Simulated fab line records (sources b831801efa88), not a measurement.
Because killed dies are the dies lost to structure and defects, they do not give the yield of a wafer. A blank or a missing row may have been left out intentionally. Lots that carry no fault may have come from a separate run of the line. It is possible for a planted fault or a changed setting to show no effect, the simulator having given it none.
The same fault as seen by 2 desks | flow sky130 | each desk holds nothing but its own numbers, with what lay behind them at the end

== FROM THE METROLOGY DESK ==
What the gauges read, lot by lot, whatever tool the lot ran on: means of the sampled wafers that have a number. A lot is out of limits, marked OUT, if its mean lies more than 4 standard deviations from the usual mean; the brackets give that distance.
Columns: A = POLY_GATE_CVD_00_THK at SKY_POLY_GATE_THK_MEAS_01, usual 180.5 nm; B = cd nm at SKY_CONTACT_CD_MEAS_14, usual 170.0 nm; C = METAL1_ALCU_RS at SKY_METAL1_RS_MEAS_05, usual 0.1268 ohm/sq
lot  | first seen here | A               | B     | C
L803 | day 14 02:53    | 180.1           | 171.3 | 0.1272
L804 | day 14 04:34    | 179.7           | 168.1 | 0.1271
L805 | day 14 14:19    | 180.8           | 169.3 | 0.1282
L807 | day 15 03:29    | 181.3           | 171.5 | 0.1282
L808 | day 15 15:58    | 182.5           | 168.6 | 0.1252
L809 | day 16 01:40    | 179.8           | 171.5 | 0.1270
L810 | day 16 07:36    | 230.8 (+46) OUT | -     | -
L812 | day 17 04:59    | 230.6 (+46) OUT | -     | -
L821 | day 20 09:56    | 181.2           | 169.1 | 0.1272
L820 | day 20 16:09    | 179.3           | 172.5 | 0.1268
L823 | day 20 22:22    | 181.2           | 170.8 | 0.1257
L824 | day 21 10:40    | 181.1           | 169.8 | 0.1244
L825 | day 21 17:46    | 179.3           | 170.3 | 0.1273
L826 | day 22 03:01    | 181.8           | 169.6 | 0.1273
This desk finds L810, L812 out of limits, with the earliest case on L810 at day 16 07:36 (POLY_GATE_CVD_00_THK at SKY_POLY_GATE_THK_MEAS_01). Within limits: L803, L804, L805, L807, L808, L809, L821, L820, L823, L824, L825, L826.

== DESK OF THE TOOL OWNER: lpcvd-01 ==
The tool's own readings at SKY_POLY_GATE_CVD_00 (deposits poly-Si, target thk 180 nm, time 720 s): means of the sampled wafers that have a number, for each lot that ran on this tool. A lot is out of limits, marked OUT, if its mean lies more than 4 standard deviations from the usual mean; the brackets give that distance.
Columns: A = pressure mtorr at SKY_POLY_GATE_CVD_00, usual 200.0 mTorr
lot  | first seen here | A
L803 | day 14 01:40    | 200.5
L804 | day 14 03:21    | 200.1
L805 | day 14 13:06    | 199.8
L807 | day 15 02:17    | 200.3
L808 | day 15 14:46    | 199.6
L809 | day 15 23:52    | 199.5
L810 | day 16 05:48    | 200.1
L812 | day 17 03:47    | 199.7
L821 | day 20 08:43    | 200.0
L820 | day 20 14:19    | 200.1
L823 | day 20 21:10    | 199.5
L824 | day 21 09:28    | 200.9
L825 | day 21 16:32    | 199.9
L826 | day 22 01:49    | 199.7
This desk's verdict: no lot among the 14 shows anything out of limits.

== TAKEN TOGETHER ==
An alarm was possible from the metrology desk at day 16 07:36, on L810, L812.
Nothing out of limits was seen by the tool owner's desk.
On record at the tool owner's desk: L810, L812, within its limits.
The lots listed all ran SKY_POLY_GATE_CVD_00 on lpcvd-01.

== WHAT WAS PUT IN BY THE SIMULATOR ==
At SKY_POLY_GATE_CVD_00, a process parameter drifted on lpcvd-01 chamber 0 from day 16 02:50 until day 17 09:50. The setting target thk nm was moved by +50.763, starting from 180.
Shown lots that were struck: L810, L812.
Per desk, hours elapsed from the start of the fault to the first reading out of limits: for the metrology desk, 5.
